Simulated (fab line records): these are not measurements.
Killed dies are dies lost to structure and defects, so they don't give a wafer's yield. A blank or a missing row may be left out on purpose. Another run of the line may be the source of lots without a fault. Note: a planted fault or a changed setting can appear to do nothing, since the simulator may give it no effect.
fab line records | flow sky130
[record] lots = 10 wafers = 30 last_day = 50
route steps=708 shown METAL1@434 VIA1@460 PAD_OPEN@708
lots with no fault: from the same line, run without faults
start_h: hours from the record's opening day to when the first of the lot's shown wafers began | wait_h: hours from the lot's prior step to this one | " unchanged from the row above | L1.1+2: a row that stands for several wafers | - either no value or no given start | * or withheld: withheld | < > ~ a bound
route shown NAME@n: a module of which the file shows steps, and the number in the route of the first | usual: mean and standard deviation over wafers with no fault | same: alike in all rows | chamber/n: place in a boat | sites: each site's reading | _std_site: the values' standard deviation | _edge_site: outer sites' mean less inner sites' | radius_mm: how far each site lies from the wafer's centre | mask NAME#n: copy n | behind: the tool/chamber that last shaped the wafer | hold: cause of the lot's hold/its duration in hours/its outcome | device: the transistor (n, p or np) that didn't switch | end of line: tests of these same wafers at the route's end | a step without rows: its recipe alone | killed: not the wafer's yield, but the dies lost to structure and defects at the first sort | map: shows each die of a wafer: x if killed, . if not, _ if none is there
set.NAME: setting as actually run; set.NAME@STEP: the setting as run at that earlier step | model.NAME: the simulator's own value behind a step, which no gauge read
steps of the route over a sample of lots; a table a step, a row a wafer
services: from which hour (start_h, from the record's first day; less than 0 if before it) a tool's chamber was out of use, for how many hours, and why
[[steps]]
[step SKY_METAL1_SPUTTER_00]
[recipe] material = Ti target_thk_nm = 15 power_w = 3000 time_s = 10 chamber_pressure_pa = 0.4
[usual] throttle_valve_pct = 30.0/1.3
// columns lot.wafer tool chamber start_h wait_h throttle_valve_pct
L727.2 pvd_sputter-04 - 725.94 0.2 31.6
L727.3 " - " " 28.2
L727.5 " - " " 31.5
L728.1 pvd_sputter-04 - 745.95 0.2 28.6
L728.4 " - " " 31.2
L728.6 " - " " 31.2
L734.3 pvd_sputter-04 - 794.12 0.2 28.8
L734.4 " - " " 28.4
L734.5 " - " " 31.5
L732.1 pvd_sputter-02 - 795.60 0.1 30.4
L732.3 " - " " 28.6
L732.5 " - " " 30.2
L735.3 pvd_sputter-04 - 806.38 0.1 28.4
L735.4 " - " " 31.5
L735.5 " - " " 31.4
L736.1 pvd_sputter-02 - 829.58 0.1 30.1
L736.4 " - " " 28.8
L736.5 " - " " 30.6
L747.3 pvd_sputter-04 - 890.29 0.1 28.6
L747.4 " - " " 31.5
L747.5 " - " " 31.1
L748.1 pvd_sputter-04 - 897.14 0.1 28.6
L748.3 " - " " 28.6
L748.4 " - " " 31.4
L749.2 pvd_sputter-04 - 905.49 0.1 28.2
L749.3 " - " " 31.4
L749.4 " - " " 28.9
L750.2 pvd_sputter-02 - 908.05 0.1 31.3
L750.5 " - " " 30.4
L750.6 " - " " 31.3
[step SKY_METAL1_DESCUM_17]
[recipe] chemistry = O2 source_power_w = 150 bias_power_w = 0 pressure_mtorr = 10 temp_c = 40 time_s = 8
[usual] drypump_motor_current_A = 5.9/0.32 oes_product_au = 1.003/0.011 temp_c = 40.03/0.11
// columns lot.wafer tool chamber start_h wait_h drypump_motor_current_A oes_product_au rf_hours_counter_h temp_c
L727.2 rie_metal-02 1 753.68 0.0 6.3 0.992 13 40.09
L727.3 " 0 " " 5.7 1.011 - 39.86
L727.5 " 0 " " 5.6 1.012 - 39.76
L728.1 rie_metal-02 0 772.73 0.0 5.6 1.013 2 39.84
L728.4 " 0 " " 5.6 1.010 - 40.09
L728.6 " 1 " " 6.4 0.981 - 39.86
L734.3 rie_metal-04 1 821.74 0.0 6.4 0.996 - 40.08
L734.4 " 0 " " 5.6 1.006 - 39.98
L734.5 " 0 " " 5.6 0.995 - 39.88
L732.1 rie_metal-01 1 823.09 0.0 5.8 1.007 11 39.97
L732.3 " 1 " " 5.8 0.999 - 40.14
L732.5 " 0 " " 5.9 1.015 - 40.18
L735.3 rie_metal-04 0 833.95 0.0 5.6 1.007 - 39.98
L735.4 " 1 " " 6.4 0.997 - 40.03
L735.5 " 0 " " 5.6 1.006 - 40.14
L736.1 rie_metal-04 0 856.70 0.0 5.6 1.006 12 40.14
L736.4 " 1 " " 6.5 1.006 - 39.96
L736.5 " 1 " " 6.5 1.003 - 39.94
L747.3 rie_metal-01 0 915.64 0.0 5.9 1.004 - 40.25
L747.4 " 1 " " 5.8 1.014 - 39.94
L747.5 " 1 " " 5.8 1.018 - 40.09
L748.1 rie_metal-02 1 922.24 0.0 6.3 0.995 4 39.92
L748.3 " 1 " " 6.3 0.989 - 40.09
L748.4 " 0 " " 5.6 1.016 - 40.15
L749.2 rie_metal-02 0 930.60 0.0 5.6 1.016 8 39.80
L749.3 " 0 " " 5.6 1.001 - 39.61
L749.4 " 1 " " 6.3 0.981 - 39.88
L750.2 rie_metal-01 1 932.73 0.0 5.8 1.021 15 40.00
L750.5 " 1 " " 5.8 1.018 - 40.00
L750.6 " 0 " " 5.9 1.005 - 40.18
[step SKY_VIA1_CMP_02]
[recipe] material = SiO2 down_force_psi = 4 platen_rpm = 60 pad_velocity_m_s = 0.94248
[usual] motor_current_A = 12.8/1 platen_rpm = 60.00/0.04
// columns lot.wafer tool chamber start_h wait_h motor_current_A platen_rpm
L727.2 cmp-02 1 754.77 0.1 10.1 60.03
L727.3 " 3 " " 13.4 60.00
L727.5 " 1 " " 10.3 59.97
L728.4 cmp-01 3 773.72 0.0 13.9 60.01
L728.1 " 2 " " 13.6 60.02
L728.6 " 3 " " 13.4 59.99
L734.3 cmp-01 0 822.74 0.0 12.2 59.97
L734.4 " 2 " " 13.9 59.95
L734.5 " 1 " " 13.1 59.99
L732.3 cmp-01 1 824.04 0.0 13.0 60.05
L732.1 " 3 " " 13.8 60.06
L732.5 " 2 " " 14.2 60.02
L735.4 cmp-01 2 834.99 0.1 13.4 60.01
L735.3 " 3 " " 14.2 60.01
L735.5 " 1 " " 12.6 60.05
L736.1 cmp-01 1 858.29 0.4 12.6 59.94
L736.4 " 3 " " 13.3 60.01
L736.5 " 0 " " 12.4 60.01
L747.4 cmp-02 0 916.63 0.1 11.0 60.05
L747.3 " 2 " " 12.7 60.03
L747.5 " 3 " " 13.2 59.98
L748.4 cmp-02 0 923.23 0.0 10.8 60.05
L748.3 " 1 " " 10.9 60.00
L748.1 " 2 " " 11.8 59.98
L749.4 cmp-02 3 931.98 0.0 13.3 59.99
L749.3 " 1 " " 11.0 59.96
L749.2 " 2 " " 12.5 59.94
L750.2 cmp-01 3 933.84 0.1 13.1 60.00
L750.6 " 1 " " 13.4 59.94
L750.5 " 2 " " 14.2 59.98
[step SKY_VIA1_BOW_MEAS_03]
[recipe] mode = bow
[usual] VIA1_BOW = 80/6.7
// columns lot.wafer tool chamber start_h wait_h hold VIA1_BOW[um]
L727.2 film_metro-01 - 755.09 0.3 - 96
L727.3 " - " " - 83
L727.5 " - " " - 80
L728.1 film_metro-03 - 774.02 0.1 - 83
L728.4 " - " " - 75
L728.6 " - " " - 81
L734.3 film_metro-03 - 823.08 0.3 - 73
L734.4 " - " " - 84
L734.5 " - " " - 78
L732.1 film_metro-01 - 824.34 0.1 await_dispo/0.2h/release 90
L732.3 " - " " await_dispo/0.2h/release 76
L732.5 " - " " await_dispo/0.2h/release 65
L732.1 film_metro-01 - 824.62 0.3 - -
L732.3 " - " " - -
L732.5 " - " " - -
L735.3 film_metro-03 - 835.23 0.1 await_dispo/0.2h/release 78
L735.4 " - " " await_dispo/0.2h/release 83
L735.5 " - " " await_dispo/0.2h/release 68
L735.3 film_metro-03 - 835.51 0.3 - -
L735.4 " - " " - -
L735.5 " - " " - -
L736.1 film_metro-02 - 858.54 0.2 - 79
L736.4 " - " " - 75
L736.5 " - " " - 74
L747.3 film_metro-03 - 916.92 0.1 - 83
L747.4 " - " " - 77
L747.5 " - " " - 73
L748.1 film_metro-01 - 923.53 0.1 - 81
L748.3 " - " " - 88
L748.4 " - " " - 86
L749.2 film_metro-03 - 932.30 0.1 - 82
L749.3 " - " " - 93
L749.4 " - " " - 84
L750.2 film_metro-01 - 934.06 0.2 - 72
L750.5 " - " " - 86
L750.6 " - " " - 82
[step SKY_VIA1_ETCH_15]
[recipe] target = SiO2 chemistry = C4F8/O2/Ar target_depth_nm = 351 stop_on = TiN mask_material = KrF-thick source_w = 1500 bias_w = 1200 pressure_mtorr = 40 c4f8_flow_sccm = withheld O2_flow_sccm = 6 Ar_flow_sccm = 300 time_s = 54
[usual] oes_product_au = 0.980/0.0059
// columns lot.wafer tool chamber start_h wait_h oes_product_au rf_hours_counter_h
L727.2 rie_diel-04 2 781.42 0.0 0.967 10
L727.3 " 3 " " 0.968 16
L727.5 " 1 " " 0.983 -
L728.1 rie_diel-04 3 800.72 0.0 0.971 17
L728.4 " 1 " " 0.991 5
L728.6 " 1 " " 0.974 -
L734.3 rie_diel-04 3 849.66 0.0 0.985 18
L734.4 " 1 " " 0.986 7
L734.5 " 2 " " 0.968 -
L732.1 rie_diel-04 2 851.16 0.0 0.980 12
L732.3 " 1 " " 0.919 7
L732.5 " 1 " " 0.987 -
L735.3 rie_diel-02 1 861.82 0.0 0.930 7
L735.4 " 1 " " 0.920 -
L735.5 " 3 " " 0.981 -
L736.1 rie_diel-02 0 884.38 0.0 0.977 19
L736.4 " 2 " " 0.980 1
L736.5 " 2 " " 0.971 -
L747.3 rie_diel-02 2 941.96 0.0 0.986 2
L747.4 " 3 " " 0.986 17
L747.5 " 3 " " 0.979 -
L748.1 rie_diel-04 1 948.42 0.0 0.984 9
L748.3 " 0 " " 0.979 28
L748.4 " 2 " " 0.974 15
L749.2 rie_diel-03 0 956.91 0.0 0.984 16
L749.3 " 2 " " 0.979 22
L749.4 " 3 " " 0.976 6
L750.2 rie_diel-03 3 958.66 0.0 0.990 6
L750.5 " 0 " " 0.983 -
L750.6 " 1 " " 0.977 -
[step SKY_VIA1_STRIP_16]
[recipe] chemistry = O2/N2 power_w = 1400 pressure_mtorr = 1500 platen_temp_c = withheld o2_flow_sccm = 3000 n2_flow_sccm = 300 overash_fraction = 0.5
[usual] drypump_motor_current_A = 5.7/0.5 oes_product_au = 0.415/0.0044 strip_time_to_endpoint_s = 4.464/0.024
[same] overash_fraction = 0.5
// columns lot.wafer tool chamber start_h wait_h drypump_motor_current_A oes_product_au rf_hours_counter_h strip_time_to_endpoint_s
L727.2 plasma_asher-01 0 781.47 0.0 5.1 0.415 92 4.489
L727.3 " 0 " " 5.1 0.412 - 4.497
L727.5 " 1 " " 6.3 0.417 - 4.468
L728.1 plasma_asher-03 0 800.77 0.0 4.8 0.416 36 4.503
L728.4 " 0 " " 4.8 0.417 - 4.463
L728.6 " 0 " " 4.8 0.419 - 4.459
L734.3 plasma_asher-02 0 849.74 0.1 6.0 0.417 - 4.464
L734.4 " 1 " " 5.8 0.420 - 4.457
L734.5 " 0 " " 6.0 0.428 - 4.483
L732.1 plasma_asher-03 0 851.20 0.0 4.8 0.414 41 4.528
L732.3 " 1 " " 5.8 0.422 - 4.467
L732.5 " 1 " " 5.9 0.408 - 4.467
L735.3 plasma_asher-03 1 861.90 0.1 5.9 0.417 - 4.474
L735.4 " 0 " " 4.8 0.408 - 4.497
L735.5 " 1 " " 5.8 0.415 - 4.500
L736.1 plasma_asher-02 0 884.43 0.0 6.0 0.417 14 4.435
L736.4 " 1 " " 5.8 0.411 - 4.476
L736.5 " 1 " " 5.8 0.417 - 4.437
L747.3 plasma_asher-01 1 942.04 0.1 6.3 0.413 - 4.417
L747.4 " 0 " " 5.2 0.414 - 4.444
L747.5 " 0 " " 5.2 0.423 - 4.422
L748.1 plasma_asher-02 0 948.47 0.0 6.0 0.415 20 4.472
L748.3 " 1 " " 5.8 0.413 - 4.472
L748.4 " 0 " " 6.0 0.414 - 4.507
L749.2 plasma_asher-01 0 956.96 0.0 5.2 0.409 109 4.426
L749.3 " 0 " " 5.2 0.413 - 4.435
L749.4 " 1 " " 6.3 0.410 - 4.412
L750.2 plasma_asher-02 0 958.71 0.0 6.0 0.420 21 4.437
L750.5 " 0 " " 6.0 0.410 - 4.461
L750.6 " 1 " " 5.8 0.416 - 4.469
[step SKY_PAD_OPEN_PROBE_99]
[usual] defect_limited_yield = 82.3/2 killed_at_M0_to_M3 = 44/7.5 killed_at_M4_up = 2.9/1.8 killed_at_contacts = 24/5.1 killed_at_front_end = 16/4.7 killed_at_other = 0.3/0.46 killed_dies = 87/9.9 killed_open = 47/8 killed_short = 39/6.3 sort_bin_3_pad_short = 0.8/0.43 sort_bin_5_function = 10.6/1.6 sort_bin_6_memory = 6.3/1.1 sort_n_pass = 405/9.9 sort_yield_pct = 82.3/2
[same] gross_dies = 492 killed_at_back_side = 0 sort_bin_4_leakage[%] = 0 sort_bin_8_speed[%] = 0
// columns lot.wafer tool chamber start_h wait_h defect_limited_yield[%] killed_at_M0_to_M3 killed_at_M4_up killed_at_contacts killed_at_front_end killed_at_other killed_dies killed_open killed_short sort_bin_3_pad_short[%] sort_bin_5_function[%] sort_bin_6_memory[%] sort_n_pass sort_yield_pct[%]
L727.2 prober-01 - 1068.30 0.1 82.5 40 2 22 22 0 86 54 32 0.8 11.0 5.7 406 82.5
L727.3 prober-01 - 1068.35 0.2 84.8 31 4 26 14 0 75 37 38 0 10.0 5.3 417 84.8
L727.5 prober-01 - 1068.45 0.2 85.4 39 2 20 11 0 72 44 28 0.4 8.1 6.1 420 85.4
L728.1 prober-01 - 1085.00 0.1 80.7 52 1 21 21 0 95 48 47 1.8 11.6 5.9 397 80.7
L728.4 prober-01 - 1085.15 0.2 78.9 61 5 15 22 1 104 52 51 0.6 13.6 6.9 388 78.9
L728.6 prober-01 - 1085.25 0.2 82.1 52 2 28 6 0 88 49 39 1.2 11.4 5.3 404 82.1
L734.3 prober-01 - 1119.96 0.2 80.1 43 3 31 21 0 98 51 47 1.2 12.2 6.5 394 80.1
L734.4 prober-01 - 1120.01 0.2 81.9 41 3 28 17 0 89 47 41 0.4 9.8 7.9 403 81.9
L734.5 prober-01 - 1120.06 0.2 82.7 36 4 22 23 0 85 44 41 0.4 12.2 4.7 407 82.7
L732.1 prober-02 - 1122.50 0.1 83.1 42 7 20 14 0 83 44 38 0.6 11.4 4.9 409 83.1
L732.3 prober-02 - 1122.60 0.2 80.7 46 5 32 12 0 95 51 44 0.4 12.2 6.7 397 80.7
L732.5 prober-02 - 1122.70 0.2 78.9 59 5 22 18 0 104 50 53 1.6 12.8 6.7 388 78.9
L735.3 prober-01 - 1130.45 0.2 82.9 33 4 35 12 0 84 55 29 0.2 9.8 7.1 408 82.9
L735.4 prober-01 - 1130.50 0.2 80.3 50 2 24 20 1 97 58 38 1.4 11.0 7.3 395 80.3
L735.5 prober-01 - 1130.55 0.2 81.7 37 0 32 21 0 90 50 39 1.0 10.8 6.5 402 81.7
L736.1 prober-01 - 1147.52 0.1 83.3 42 3 22 15 0 82 49 33 0.4 9.6 6.7 410 83.3
L736.4 prober-01 - 1147.67 0.2 83.1 45 3 20 15 0 83 49 34 0.8 8.9 7.1 409 83.1
L736.5 prober-01 - 1147.72 0.2 84.3 36 2 21 18 0 77 37 40 0.4 10.0 5.3 415 84.3
L747.3 prober-01 - 1190.75 0.2 81.9 46 4 25 13 1 89 55 34 0.8 9.1 8.1 403 81.9
L747.4 prober-01 - 1190.80 0.2 80.1 49 1 33 15 0 98 58 40 1.0 10.6 8.3 394 80.1
L747.5 prober-01 - 1190.85 0.2 81.7 46 2 27 14 1 90 45 44 0.8 11.2 6.3 402 81.7
L748.1 prober-02 - 1192.30 0.1 84.1 49 2 15 12 0 78 37 41 1.2 8.5 6.1 414 84.1
L748.3 prober-02 - 1192.40 0.2 87.6 33 1 20 7 0 61 31 30 1.0 6.3 5.1 431 87.6
L748.4 prober-02 - 1192.45 0.2 81.5 51 4 27 9 0 91 57 34 0.4 11.2 6.9 401 81.5
L749.2 prober-01 - 1196.72 0.1 83.3 33 7 22 19 1 82 42 40 2.2 8.1 6.3 410 83.3
L749.3 prober-01 - 1196.77 0.2 80.9 55 6 21 12 0 94 47 47 0.6 9.3 9.1 398 80.9
L749.4 prober-01 - 1196.82 0.2 85.6 31 1 30 9 0 71 44 27 0.2 8.9 5.3 421 85.6
L750.2 prober-02 - 1198.25 0.1 80.7 44 1 33 17 0 95 64 31 0.4 13.2 5.7 397 80.7
L750.5 prober-02 - 1198.40 0.2 80.7 53 1 18 22 1 95 54 40 0.8 11.0 7.5 397 80.7
L750.6 prober-02 - 1198.45 0.2 83.3 30 4 26 22 0 82 39 43 1.6 8.5 6.5 410 83.3
// killed by level:class
L727.2 VIA1:geometric_particle:open=12 LI_CONTACT:geometric_particle:open=8 VIA3:geometric_particle:open=8 CONTACT:geometric_particle:short=6 FIELD_ISO:geometric_particle:short=5 POLY_GATE:geometric_particle:short=5 VIA2:geometric_particle:open=5 POLY_GATE:geometric_particle:open=4
L727.3 LI_CONTACT:geometric_particle:open=9 VIA1:geometric_particle:open=8 CONTACT:geometric_particle:short=7 VIA2:geometric_particle:open=7 CONTACT:geometric_particle:open=7 POLY_GATE:geometric_particle:short=6 FIELD_ISO:geometric_particle:short=4 METAL4:geometric_particle:short=4
L727.5 CONTACT:geometric_particle:open=13 VIA2:geometric_particle:open=9 VIA1:geometric_particle:short=5 VIA2:geometric_particle:short=5 VIA1:geometric_particle:open=4 FIELD_ISO:geometric_particle:open=3 POLY_GATE:geometric_particle:open=3 SPACER:geometric_particle:open=3
L728.1 VIA1:geometric_particle:open=12 CONTACT:geometric_particle:open=7 VIA1:geometric_particle:short=7 VIA2:geometric_particle:open=7 VIA3:geometric_particle:open=7 FIELD_ISO:geometric_particle:short=6 POLY_GATE:geometric_particle:short=5 LI_CONTACT:geometric_particle:open=5
L728.4 VIA1:geometric_particle:open=15 VIA2:geometric_particle:open=10 VIA1:geometric_particle:short=8 FIELD_ISO:geometric_particle:short=7 METAL2:geometric_particle:short=6 LI_CONTACT:geometric_particle:open=5 METAL4:geometric_particle:short=5 FIELD_ISO:geometric_particle:open=4
L728.6 VIA1:geometric_particle:open=14 VIA3:geometric_particle:open=10 CONTACT:geometric_particle:open=10 LI_CONTACT:geometric_particle:open=6 METAL1:geometric_particle:short=5 VIA1:geometric_particle:short=5 LI_CONTACT:geometric_particle:short=4 VIA2:geometric_particle:short=4
L734.3 CONTACT:geometric_particle:open=12 VIA1:geometric_particle:open=12 LI_CONTACT:geometric_particle:open=8 METAL1:geometric_particle:short=7 POLY_GATE:geometric_particle:short=6 VIA1:geometric_particle:short=5 FIELD_ISO:geometric_particle:short=5 METAL2:geometric_particle:short=5
L734.4 LI_CONTACT:geometric_particle:open=12 VIA1:geometric_particle:open=10 POLY_GATE:geometric_particle:short=7 CONTACT:geometric_particle:open=7 METAL3:geometric_particle:short=6 METAL2:geometric_particle:short=6 VIA3:geometric_particle:open=5 POLY_GATE:geometric_particle:open=4
L734.5 VIA2:geometric_particle:open=7 FIELD_ISO:geometric_particle:open=6 FIELD_ISO:geometric_particle:short=6 CONTACT:geometric_particle:open=6 METAL2:geometric_particle:short=6 VIA1:geometric_particle:open=5 LI_CONTACT:geometric_particle:open=4 LOCAL_INTERCONNECT:geometric_particle:short=4
L732.1 VIA1:geometric_particle:short=8 CONTACT:geometric_particle:open=7 METAL2:geometric_particle:short=7 LI_CONTACT:geometric_particle:open=6 VIA3:geometric_particle:open=6 VIA2:geometric_particle:open=6 METAL4:geometric_particle:short=6 FIELD_ISO:geometric_particle:open=4
L732.3 VIA1:geometric_particle:open=12 CONTACT:geometric_particle:open=10 LI_CONTACT:geometric_particle:open=8 CONTACT:geometric_particle:short=7 FIELD_ISO:geometric_particle:short=6 VIA1:geometric_particle:short=5 VIA2:geometric_particle:open=5 METAL3:geometric_particle:short=5
L732.5 VIA1:geometric_particle:open=15 VIA2:geometric_particle:open=14 METAL2:geometric_particle:short=11 POLY_GATE:geometric_particle:short=6 VIA1:geometric_particle:short=6 FIELD_ISO:geometric_particle:short=5 LI_CONTACT:geometric_particle:short=5 LI_CONTACT:geometric_particle:open=5
L735.3 CONTACT:geometric_particle:open=13 VIA1:geometric_particle:open=11 LI_CONTACT:geometric_particle:open=10 LOCAL_INTERCONNECT:geometric_particle:short=7 POLY_GATE:geometric_particle:open=4 CONTACT:geometric_particle:short=4 FIELD_ISO:geometric_particle:open=3 POLY_GATE:geometric_particle:short=3
L735.4 VIA3:geometric_particle:open=11 CONTACT:geometric_particle:open=10 VIA2:geometric_particle:open=7 FIELD_ISO:geometric_particle:open=6 LI_CONTACT:geometric_particle:open=6 VIA1:geometric_particle:open=6 VIA1:geometric_particle:short=6 METAL1:geometric_particle:short=5
L735.5 VIA1:geometric_particle:open=11 CONTACT:geometric_particle:open=8 LI_CONTACT:geometric_particle:open=7 CONTACT:geometric_particle:short=7 VIA2:geometric_particle:open=7 POLY_GATE:geometric_particle:open=6 FIELD_ISO:geometric_particle:short=5 LOCAL_INTERCONNECT:geometric_particle:short=5
L736.1 VIA1:geometric_particle:open=14 CONTACT:geometric_particle:open=9 METAL2:geometric_particle:short=7 VIA2:geometric_particle:open=6 LI_CONTACT:geometric_particle:open=5 FIELD_ISO:geometric_particle:short=4 POLY_GATE:geometric_particle:open=4 CONTACT:geometric_particle:short=4
L736.4 VIA1:geometric_particle:open=10 VIA2:geometric_particle:open=9 CONTACT:geometric_particle:open=8 POLY_GATE:geometric_particle:short=5 METAL1:geometric_particle:short=5 VIA3:geometric_particle:open=5 SPACER:geometric_particle:open=4 VIA1:geometric_particle:short=4
L736.5 VIA1:geometric_particle:open=7 VIA2:geometric_particle:open=7 CONTACT:geometric_particle:short=6 LI_CONTACT:geometric_particle:open=5 CONTACT:geometric_particle:open=5 FIELD_ISO:geometric_particle:open=4 SPACER:geometric_particle:short=4 LI_CONTACT:geometric_particle:short=4
L747.3 VIA1:geometric_particle:open=14 CONTACT:geometric_particle:open=9 VIA2:geometric_particle:open=6 LOCAL_INTERCONNECT:geometric_particle:short=5 VIA3:geometric_particle:short=5 VIA3:geometric_particle:open=5 LI_CONTACT:geometric_particle:open=4 CONTACT:geometric_particle:short=4
L747.4 CONTACT:geometric_particle:open=18 VIA2:geometric_particle:open=12 VIA1:geometric_particle:open=8 LI_CONTACT:geometric_particle:open=7 VIA1:geometric_particle:short=7 METAL2:geometric_particle:short=6 POLY_GATE:geometric_particle:short=5 CONTACT:geometric_particle:short=5
L747.5 CONTACT:geometric_particle:open=11 VIA3:geometric_particle:open=9 LI_CONTACT:geometric_particle:open=7 VIA1:geometric_particle:short=6 VIA1:geometric_particle:open=6 POLY_GATE:geometric_particle:open=5 METAL1:geometric_particle:short=5 CONTACT:geometric_particle:short=5
L748.1 VIA1:geometric_particle:open=11 METAL2:geometric_particle:short=7 VIA2:geometric_particle:open=7 LI_CONTACT:geometric_particle:open=6 VIA3:geometric_particle:short=6 CONTACT:geometric_particle:short=5 VIA2:geometric_particle:short=4 METAL3:geometric_particle:short=4
L748.3 VIA2:geometric_particle:open=7 CONTACT:geometric_particle:open=6 CONTACT:geometric_particle:short=5 METAL2:geometric_particle:short=5 VIA1:geometric_particle:open=5 VIA3:geometric_particle:open=4 METAL1:geometric_particle:short=4 LI_CONTACT:geometric_particle:open=3
L748.4 CONTACT:geometric_particle:open=11 VIA1:geometric_particle:open=10 VIA3:geometric_particle:open=10 VIA2:geometric_particle:open=9 LI_CONTACT:geometric_particle:open=5 METAL2:geometric_particle:short=5 FIELD_ISO:geometric_particle:open=4 LI_CONTACT:geometric_particle:short=4
L749.2 CONTACT:geometric_particle:open=9 METAL3:geometric_particle:short=7 VIA1:geometric_particle:open=6 POLY_GATE:geometric_particle:open=5 LI_CONTACT:geometric_particle:open=5 CONTACT:geometric_particle:short=5 VIA2:geometric_particle:open=5 FIELD_ISO:geometric_particle:open=4
L749.3 VIA1:geometric_particle:open=14 CONTACT:geometric_particle:open=8 METAL1:geometric_particle:short=6 POLY_GATE:geometric_particle:short=6 VIA1:geometric_particle:short=6 VIA2:geometric_particle:open=6 LI_CONTACT:geometric_particle:open=5 VIA3:geometric_particle:open=5
L749.4 VIA1:geometric_particle:open=10 LI_CONTACT:geometric_particle:open=8 CONTACT:geometric_particle:open=8 VIA2:geometric_particle:open=6 LOCAL_INTERCONNECT:geometric_particle:short=5 POLY_GATE:geometric_particle:open=4 LI_CONTACT:geometric_particle:short=4 CONTACT:geometric_particle:short=3
L750.2 VIA1:geometric_particle:open=17 CONTACT:geometric_particle:open=16 LI_CONTACT:geometric_particle:open=10 VIA3:geometric_particle:open=6 POLY_GATE:geometric_particle:short=5 POLY_GATE:geometric_particle:open=5 CONTACT:geometric_particle:short=5 VIA1:geometric_particle:short=5
L750.5 VIA1:geometric_particle:open=12 LI_CONTACT:geometric_particle:open=9 FIELD_ISO:geometric_particle:open=7 VIA2:geometric_particle:open=7 METAL1:geometric_particle:short=6 VIA3:geometric_particle:open=6 VIA2:geometric_particle:short=6 FIELD_ISO:geometric_particle:short=5
L750.6 FIELD_ISO:geometric_particle:short=9 LI_CONTACT:geometric_particle:open=9 CONTACT:geometric_particle:open=9 VIA2:geometric_particle:open=5 VIA1:geometric_particle:open=5 VIA3:geometric_particle:open=5 POLY_GATE:geometric_particle:short=4 METAL2:geometric_particle:short=4
[[services]]
// columns tool chamber start_h hours kind
cmp-01 - 711.22 4.5 pm
plasma_asher-02 - 715.90 0.7 repair
pvd_sputter-02 - 729.85 3.8 repair
rie_metal-01 - 730.36 0.8 repair
plasma_asher-02 - 733.75 9.0 pm
rie_diel-04 - 734.91 1.2 repair
rie_metal-04 - 735.27 2.8 pm
rie_metal-02 1 735.88 14.0 repair
cmp-02 - 744.19 4.0 pm
plasma_asher-01 - 768.38 1.8 repair
rie_metal-04 - 769.61 14.6 pm
rie_metal-02 - 772.92 14.6 pm
rie_diel-04 0 815.97 15.1 repair
rie_diel-04 - 822.53 2.8 repair
cmp-02 - 826.83 1.9 repair
rie_metal-01 0 830.12 11.0 repair
rie_diel-04 3 844.48 1.9 repair
cmp-02 - 856.16 11.8 repair
cmp-02 - 867.97 5.5 pm
rie_metal-02 - 911.11 2.8 pm
cmp-01 - 912.15 4.0 pm
rie_diel-04 3 926.03 1.3 repair
cmp-02 - 937.50 2.1 repair
rie_diel-04 - 939.02 0.7 repair
[[key]]
[first_sign] step = SKY_VIA1_BOW_MEAS_03 reading = visit direction = added
[effect] step = SKY_VIA1_ETCH_15 reading = oes_product_au direction = down sigmas = 9.7 usual = 0.980 struck = 0.923
met_at SKY_VIA1_CMP_02
struck_lots L732,L735
struck_wafers L732.3,L735.3,L735.4
not_acting_at SKY_METAL1_SPUTTER_00,SKY_METAL1_DESCUM_17,SKY_VIA1_STRIP_16
onset_between 822.74 824.04
[fault] kind = process_parameter_drift tool = cmp-01 chamber = - onset_h = 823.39 steps = SKY_VIA1_CMP_02 channel = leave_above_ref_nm offset = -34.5 shape = step end_h = 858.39 scope = struck_wafers_only acts_in = these_recipes_only stated = 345
